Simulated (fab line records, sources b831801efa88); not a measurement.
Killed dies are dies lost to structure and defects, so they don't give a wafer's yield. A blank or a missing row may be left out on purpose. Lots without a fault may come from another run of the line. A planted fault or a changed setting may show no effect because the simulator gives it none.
fab line records | flow sky130
record lots=12 wafers=36 last_day=50
route steps=708 shown FIELD_ISO@10 PWDE@52 GATE_OXIDE@200 PAD_OPEN@708
lots that met no fault: from a run of the same line without faults
start_h: hours from the record's first day to the start of the lot's first wafer shown | wait_h: hours since the lot's step before | " the same as in the row above | L1.1+2: a row that stands for several wafers | - no value, or no start given | * or withheld: withheld | < > ~ a bound
route shown NAME@n: a module of which the file shows steps, and the number in the route of the first | usual: mean/standard deviation of fault-free wafers | same: alike in all rows | chamber/n: place in a boat | sites: the reading at each site | _std_site: their standard deviation | _edge_site: outer sites' mean less inner sites' | radius_mm: how far each site lies from the wafer's centre | mask NAME#n: copy n | behind: the tool/chamber that last shaped the wafer | hold: why the lot was held/for how many hours/how that ended | device: the transistor (n, p or np) that didn't switch | end of line: the same wafers' tests at the end of the route | a step without rows: its recipe alone | killed: dies lost to structure and defects at the first sort, not the wafer's yield | map: a wafer's dies, x killed, . not, _ none there
set.NAME: the setting as run; set.NAME@STEP: as run at that earlier step | model.NAME: the simulator's own value behind a step, which no gauge read
steps of the route over a sample of lots; a table a step, a row a wafer
services: from which hour (start_h, from the record's first day; less than 0 if before it) a tool's chamber was out of use, for how many hours, and why
## steps
# step SKY_FIELD_ISO_SOFTBAKE_09
# recipe temp_c=100 time_s=90 resist=KrF-thick
# usual chill_plate_temp_C=22.98/0.099 heater_power_total_W=57.36/0.12 plate_temp_C=100.01/0.13
# columns lot.wafer tool chamber start_h wait_h chill_plate_temp_C heater_power_total_W plate_temp_C
L425.3 litho_track-03 0 31 - 22.90 57.43 100.07
L425.4 " 0 " " 22.87 57.19 99.97
L425.6 " 0 " " 22.87 57.30 100.00
L427.1 litho_track-02 0 42 - 22.90 57.43 100.01
L427.2 " 0 " " 22.93 57.46 100.06
L427.3 " 0 " " 22.78 57.23 100.18
L428.2 litho_track-01 0 47 - 23.08 57.47 100.09
L428.3 " 0 " " 23.05 57.30 100.09
L428.4 " 0 " " 23.10 57.42 100.10
L429.2 litho_track-02 0 52 - 22.88 57.38 100.09
L429.3 " 0 " " 22.82 57.29 100.12
L429.6 " 0 " " 22.86 57.36 99.85
L430.3 litho_track-03 0 56 - 23.05 57.38 99.87
L430.4 " 0 " " 22.99 57.37 99.88
L430.6 " 0 " " 22.99 57.54 99.91
L431.1 litho_track-01 0 63 - 22.87 57.40 99.91
L431.3 " 0 " " 22.97 57.32 99.79
L431.6 " 0 " " 23.04 57.45 99.85
L432.1 litho_track-03 0 66 - 23.06 57.53 100.04
L432.2 " 0 " " 22.99 57.47 99.99
L432.3 " 0 " " 22.88 57.31 100.00
L434.3 litho_track-02 0 77 - 23.01 57.26 100.01
L434.5 " 0 " " 23.06 57.37 99.83
L434.6 " 0 " " 23.05 57.17 100.08
L442.2 litho_track-02 0 117 - 23.12 56.02 98.15
L442.5 " 0 " " 22.96 56.03 98.10
L442.6 " 0 " " 23.01 55.82 97.98
L444.3 litho_track-02 0 132 - 22.88 55.94 98.22
L444.4 " 0 " " 23.03 55.84 98.23
L444.6 " 0 " " 22.88 55.97 98.21
L445.4 litho_track-03 0 136 - 23.01 57.25 100.11
L445.5 " 0 " " 22.85 57.29 100.16
L445.6 " 0 " " 22.86 57.32 100.22
L446.2 litho_track-03 0 141 - 22.97 57.26 99.96
L446.3 " 0 " " 22.77 57.50 99.77
L446.4 " 0 " " 23.00 57.41 99.89
# step SKY_PWDE_OVL_MEAS_07
# usual PWDE_OVL=-0.1/1.2
# columns lot.wafer tool chamber start_h wait_h PWDE_OVL[nm]
L425.3 overlay-01 - 77.61 - -0.6
L425.4 " - " " -1.0
L425.6 " - " " 1.6
L427.1 overlay-01 - 90.35 - 0.5
L427.2 " - " " 1.2
L427.3 " - " " -2.1
L428.2 overlay-02 - 97.31 - 0.5
L428.3 " - " " -1.1
L428.4 " - " " 0.1
L429.2 overlay-01 - 100.96 - 1.2
L429.3 " - " " -1.1
L429.6 " - " " 0.3
L430.3 overlay-02 - 107.32 - 0.7
L430.4 " - " " -1.1
L430.6 " - " " -0.2
L431.1 overlay-02 - 112.46 - -0.2
L431.3 " - " " 1.9
L431.6 " - " " 1.1
L432.1 overlay-02 - 119.46 - -0.5
L432.2 " - " " -1.5
L432.3 " - " " -1.1
L434.3 overlay-02 - 129.23 - -1.4
L434.5 " - " " 0.8
L434.6 " - " " 1.1
L442.2 overlay-02 - 177.57 - 0.8
L442.5 " - " " -0.5
L442.6 " - " " -1.7
L444.3 overlay-02 - 189.82 - -0.3
L444.4 " - " " 1.6
L444.6 " - " " -1.2
L445.4 overlay-02 - 193.57 - -0.8
L445.5 " - " " -3.1
L445.6 " - " " -1.2
L446.2 overlay-02 - 199.37 - 0.0
L446.3 " - " " -1.6
L446.4 " - " " 0.3
# step SKY_PWDE_STRIP_09
# recipe chemistry=O2/N2 power_w=1400 pressure_mtorr=1500 platen_temp_c=withheld o2_flow_sccm=3000 n2_flow_sccm=300 overash_fraction=0.5
# usual chamber_pressure_mTorr=1500.0/1.3 drypump_motor_current_A=5.7/0.35 oes_product_au=0.722/0.0047 strip_time_to_endpoint_s=36.89/0.11
# columns lot.wafer tool chamber start_h wait_h chamber_pressure_mTorr drypump_motor_current_A oes_product_au rf_hours_counter_h strip_time_to_endpoint_s
L425.3 plasma_asher-02 0 77.82 0.1 1500.5 5.1 0.721 - 36.67
L425.4 " 1 " " 1502.6 6.2 0.724 - 36.65
L425.6 " 1 " " 1499.2 6.2 0.731 - 36.78
L427.1 plasma_asher-01 0 90.54 0.1 1499.6 5.3 0.713 42 36.84
L427.2 " 1 " " 1500.7 5.5 0.726 42 36.77
L427.3 " 1 " " 1500.2 5.5 0.715 - 36.87
L428.2 plasma_asher-02 0 97.49 0.1 1499.9 5.1 0.724 38 36.97
L428.3 " 0 " " 1500.2 5.1 0.728 - 36.94
L428.4 " 1 " " 1497.4 6.2 0.724 - 37.15
L429.2 plasma_asher-04 1 101.14 0.1 1500.4 6.0 0.729 45 36.89
L429.3 " 0 " " 1501.6 5.7 0.718 - 36.80
L429.6 " 0 " " 1499.8 5.7 0.727 - 36.82
L430.3 plasma_asher-01 0 107.52 0.1 1497.8 5.3 0.717 - 37.07
L430.4 " 1 " " 1499.5 5.5 0.722 - 37.01
L430.6 " 0 " " 1497.9 5.3 0.724 - 36.95
L431.1 plasma_asher-01 0 112.65 0.1 1500.4 5.3 0.714 44 36.91
L431.3 " 0 " " 1499.6 5.3 0.725 - 36.87
L431.6 " 1 " " 1500.1 5.5 0.719 - 36.84
L432.1 plasma_asher-02 0 119.65 0.1 1502.3 5.1 0.716 0 36.92
L432.2 " 1 " " 1502.2 6.2 0.719 0 36.91
L432.3 " 1 " " 1497.4 6.2 0.722 - 36.79
L434.3 plasma_asher-01 0 129.43 0.1 1501.2 5.3 0.716 - 36.78
L434.5 " 1 " " 1501.4 5.5 0.723 - 36.82
L434.6 " 0 " " 1497.9 5.3 0.724 - 36.81
L442.2 plasma_asher-04 0 177.75 0.1 1501.1 5.8 0.720 52 36.88
L442.5 " 0 " " 1498.2 5.7 0.726 - 36.81
L442.6 " 1 " " 1501.3 6.0 0.718 - 36.83
L444.3 plasma_asher-02 1 190.02 0.1 1497.9 6.2 0.719 - 36.97
L444.4 " 0 " " 1498.8 5.1 0.723 - 37.00
L444.6 " 1 " " 1497.6 6.1 0.718 - 37.05
L445.4 plasma_asher-02 1 193.77 0.1 1500.8 6.2 0.721 - 36.94
L445.5 " 0 " " 1500.3 5.2 0.726 - 37.03
L445.6 " 1 " " 1499.3 6.2 0.728 - 36.98
L446.2 plasma_asher-01 0 199.55 0.1 1501.9 5.3 0.730 54 36.99
L446.3 " 1 " " 1501.6 5.5 0.716 - 37.03
L446.4 " 0 " " 1500.2 5.3 0.725 - 37.05
# step SKY_GATE_OXIDE_STRIP_13
# recipe chemistry=O2/N2 power_w=1400 pressure_mtorr=1500 platen_temp_c=withheld o2_flow_sccm=3000 n2_flow_sccm=300 overash_fraction=0.5
# usual chamber_pressure_mTorr=1500.0/1.5 drypump_motor_current_A=5.6/0.36 oes_product_au=0.716/0.0043 strip_time_to_endpoint_s=14.17/0.049
# columns lot.wafer tool chamber start_h wait_h chamber_pressure_mTorr drypump_motor_current_A oes_product_au rf_hours_counter_h strip_time_to_endpoint_s
L425.3 plasma_asher-01 0 323.63 0.0 1498.5 5.3 0.720 - 14.16
L425.4 " 1 " " 1501.1 5.5 0.707 - 14.20
L425.6 " 1 " " 1501.5 5.5 0.719 - 14.16
L427.1 plasma_asher-02 1 340.28 0.0 1501.8 6.2 0.716 23 14.18
L427.2 " 0 " " 1497.7 5.1 0.715 23 14.13
L427.3 " 1 " " 1499.7 6.2 0.709 - 14.16
L428.2 plasma_asher-04 0 359.91 0.0 1498.3 5.7 0.716 68 14.14
L428.3 " 0 " " 1500.5 5.7 0.711 - 14.14
L428.4 " 1 " " 1498.6 6.0 0.713 - 14.14
L429.2 plasma_asher-02 1 372.62 0.0 1500.5 6.2 0.714 25 14.22
L429.3 " 0 " " 1499.9 5.1 0.714 - 14.20
L429.6 " 0 " " 1500.5 5.1 0.717 - 14.20
L430.3 plasma_asher-01 1 372.78 0.0 1500.1 5.5 0.711 - 14.13
L430.4 " 0 " " 1500.9 5.3 0.716 - 14.21
L430.6 " 0 " " 1499.8 5.3 0.718 - 14.15
L431.1 plasma_asher-04 0 374.00 0.0 1498.2 5.8 0.712 70 14.13
L431.3 " 0 " " 1500.5 5.8 0.712 - 14.14
L431.6 " 0 " " 1499.1 5.8 0.713 - 14.14
L432.1 plasma_asher-02 0 382.64 0.0 1497.9 5.1 0.712 26 14.16
L432.2 " 1 " " 1498.4 6.2 0.716 26 14.12
L432.3 " 0 " " 1501.3 5.1 0.718 - 14.09
L434.3 plasma_asher-01 0 398.48 0.0 1499.8 5.3 0.719 - 14.12
L434.5 " 0 " " 1498.5 5.3 0.721 - 14.13
L434.6 " 1 " " 1500.2 5.4 0.711 - 14.17
L442.2 plasma_asher-02 0 476.36 0.0 1499.6 5.2 0.715 36 14.18
L442.5 " 1 " " 1499.7 6.2 0.722 - 14.17
L442.6 " 0 " " 1499.8 5.1 0.718 - 14.17
L444.3 plasma_asher-04 1 488.02 0.0 1500.3 6.0 0.721 - 14.13
L444.4 " 0 " " 1498.7 5.7 0.713 - 14.15
L444.6 " 1 " " 1501.8 6.0 0.713 - 14.16
L445.4 plasma_asher-04 0 492.82 0.0 1504.8 5.8 0.713 - 14.17
L445.5 " 1 " " 1499.1 6.0 0.715 - 14.14
L445.6 " 0 " " 1499.2 5.7 0.713 - 14.17
L446.2 plasma_asher-02 1 501.39 0.0 1499.5 6.2 0.714 39 14.15
L446.3 " 0 " " 1501.1 5.1 0.718 - 14.15
L446.4 " 1 " " 1499.8 6.1 0.718 - 14.15
# step SKY_PAD_OPEN_PROBE_99
# usual killed_at_M0_to_M3=44/6.4 killed_at_M4_up=3.0/1.8 killed_at_contacts=24/5 killed_at_front_end=16/4.3 killed_at_other=0.4/0.76 killed_dies=88/8.6 killed_open=47/7.2 killed_short=40/5.5
# same gross_dies=492 killed_at_back_side=0
# columns lot.wafer tool chamber start_h wait_h killed_at_M0_to_M3 killed_at_M4_up killed_at_contacts killed_at_front_end killed_at_other killed_dies killed_open killed_short
L428.2 prober-02 - 1112.21 0.1 44 2 19 13 0 78 39 38
L428.3 prober-02 - 1112.26 0.2 42 3 17 19 0 81 50 31
L428.4 prober-02 - 1112.31 0.2 53 4 23 12 0 92 50 42
L429.2 prober-01 - 1117.65 0.1 52 1 27 20 0 100 64 36
L429.3 prober-01 - 1117.70 0.2 44 5 32 12 0 93 57 36
L429.6 prober-01 - 1117.85 0.2 44 3 28 17 0 92 50 41
L431.1 prober-01 - 1122.88 0.1 34 2 14 24 0 74 40 34
L431.3 prober-01 - 1122.98 0.2 45 4 22 20 0 91 48 43
L431.6 prober-01 - 1123.13 0.2 44 2 23 19 0 88 43 45
L434.3 prober-02 - 1134.31 0.2 39 1 14 24 0 78 35 43
L434.5 prober-02 - 1134.41 0.2 50 3 21 21 0 95 46 47
L434.6 prober-02 - 1134.46 0.2 47 2 26 15 1 91 46 45
# killed by level:class
L428.2 VIA1:geometric_particle:open=8 VIA2:geometric_particle:short=8 VIA2:geometric_particle:open=7 LI_CONTACT:geometric_particle:open=6 CONTACT:geometric_particle:open=5 METAL2:geometric_particle:open=5 METAL2:geometric_particle:short=4 VIA3:geometric_particle:open=4
L428.3 VIA1:geometric_particle:open=18 LI_CONTACT:geometric_particle:open=9 FIELD_ISO:geometric_particle:open=5 FIELD_ISO:geometric_particle:short=5 METAL2:geometric_particle:short=5 VIA3:geometric_particle:open=5 CONTACT:geometric_particle:short=4 CONTACT:geometric_particle:open=4
L428.4 VIA2:geometric_particle:open=12 VIA1:geometric_particle:open=11 METAL3:geometric_particle:short=8 LI_CONTACT:geometric_particle:open=7 CONTACT:geometric_particle:open=6 FIELD_ISO:geometric_particle:short=5 METAL1:geometric_particle:short=5 CONTACT:geometric_particle:short=4
L429.2 VIA1:geometric_particle:open=16 FIELD_ISO:geometric_particle:open=9 VIA3:geometric_particle:open=9 CONTACT:geometric_particle:open=8 VIA2:geometric_particle:open=8 LI_CONTACT:geometric_particle:open=7 FIELD_ISO:geometric_particle:short=6 LOCAL_INTERCONNECT:geometric_particle:short=6
L429.3 CONTACT:geometric_particle:open=15 VIA3:geometric_particle:open=9 VIA1:geometric_particle:open=8 VIA2:geometric_particle:open=6 LOCAL_INTERCONNECT:geometric_particle:short=6 METAL2:geometric_particle:short=6 FIELD_ISO:geometric_particle:short=5 LI_CONTACT:geometric_particle:open=5
L429.6 CONTACT:geometric_particle:open=11 VIA1:geometric_particle:open=10 VIA3:geometric_particle:open=9 LI_CONTACT:geometric_particle:open=8 METAL2:geometric_particle:short=7 FIELD_ISO:geometric_particle:short=5 FIELD_ISO:geometric_particle:open=5 METAL1:geometric_particle:short=5
L431.1 VIA1:geometric_particle:open=12 FIELD_ISO:geometric_particle:short=7 CONTACT:geometric_particle:open=7 FIELD_ISO:geometric_particle:open=5 METAL1:geometric_particle:short=5 CONTACT:geometric_particle:short=4 VIA3:geometric_particle:open=4 POLY_GATE:geometric_particle:short=3
L431.3 VIA1:geometric_particle:open=11 CONTACT:geometric_particle:open=9 VIA3:geometric_particle:open=7 VIA1:geometric_particle:short=6 VIA2:geometric_particle:open=6 FIELD_ISO:geometric_particle:open=4 FIELD_ISO:geometric_particle:short=4 POLY_GATE:geometric_particle:open=4
L431.6 VIA1:geometric_particle:open=13 LOCAL_INTERCONNECT:geometric_particle:short=7 METAL3:geometric_particle:short=7 VIA2:geometric_particle:open=6 METAL2:geometric_particle:short=6 FIELD_ISO:geometric_particle:short=5 POLY_GATE:geometric_particle:open=5 CONTACT:geometric_particle:short=5
L434.3 METAL1:geometric_particle:short=9 POLY_GATE:geometric_particle:short=7 VIA1:geometric_particle:open=7 FIELD_ISO:geometric_particle:short=6 METAL2:geometric_particle:short=6 LI_CONTACT:geometric_particle:open=5 FIELD_ISO:geometric_particle:open=4 VIA2:geometric_particle:open=4
L434.5 VIA1:geometric_particle:open=11 METAL2:geometric_particle:short=8 VIA3:geometric_particle:open=8 FIELD_ISO:geometric_particle:short=7 CONTACT:geometric_particle:open=7 VIA2:geometric_particle:open=5 POLY_GATE:geometric_particle:open=5 LOCAL_INTERCONNECT:geometric_particle:short=5
L434.6 VIA1:geometric_particle:open=14 METAL2:geometric_particle:short=9 LI_CONTACT:geometric_particle:open=7 LOCAL_INTERCONNECT:geometric_particle:short=7 CONTACT:geometric_particle:open=6 FIELD_ISO:geometric_particle:open=4 FIELD_ISO:geometric_particle:short=4 METAL1:geometric_particle:short=4
## services
# columns tool chamber start_h hours kind
plasma_asher-02 - 30.60 10.9 repair
plasma_asher-02 - 108.75 9.0 pm
plasma_asher-02 0 108.75 9.0 vent_cycle
plasma_asher-02 1 108.75 9.0 vent_cycle
plasma_asher-04 - 110.75 2.8 pm
plasma_asher-02 0 117.75 - clean
plasma_asher-02 1 117.75 - clean
plasma_asher-04 - 120.80 1.0 repair
plasma_asher-04 - 149.92 4.0 repair
plasma_asher-04 - 153.51 0.8 repair
plasma_asher-01 - 181.49 2.8 pm
plasma_asher-01 - 205.48 0.9 repair
litho_track-02 - 224.08 - consumable_replace:filter
plasma_asher-04 - 226.88 14.6 pm
plasma_asher-02 - 328.95 5.1 repair
plasma_asher-02 - 343.80 2.8 pm
plasma_asher-01 - 380.61 15.6 pm
litho_track-01 - 383.24 - consumable_replace:filter
plasma_asher-04 - 421.25 9.0 pm
plasma_asher-04 0 421.25 9.0 vent_cycle
plasma_asher-04 1 421.25 9.0 vent_cycle
plasma_asher-04 0 430.25 - clean
plasma_asher-04 1 430.25 - clean
plasma_asher-02 - 470.61 3.7 repair
## key
first_sign step=SKY_FIELD_ISO_SOFTBAKE_09 reading=plate_temp_C direction=down sigmas=14 usual=* struck=*
effect step=SKY_FIELD_ISO_SOFTBAKE_09 reading=heater_power_total_W direction=down sigmas=12 usual=* struck=*
met_at SKY_FIELD_ISO_SOFTBAKE_09
struck_lots L442,L444
tester_left_out L442,L444
not_acting_at SKY_PWDE_OVL_MEAS_07,SKY_PWDE_STRIP_09,SKY_GATE_OXIDE_STRIP_13
onset_between 77 117
fault kind=process_parameter_drift tool=litho_track-02 chamber=- onset_h=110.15 steps=SKY_FIELD_ISO_SOFTBAKE_09 channel=temp_c offset=* shape=step end_h=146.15 acts_in=* stated=*
# tester_left_out: of these lots the tester's yield and bins aren't shown, on N5 and GAA mostly nor the transistor test; their killed dies are dies lost to structure and defects alone, not to doping, threshold or leakage, so they don't give the yield
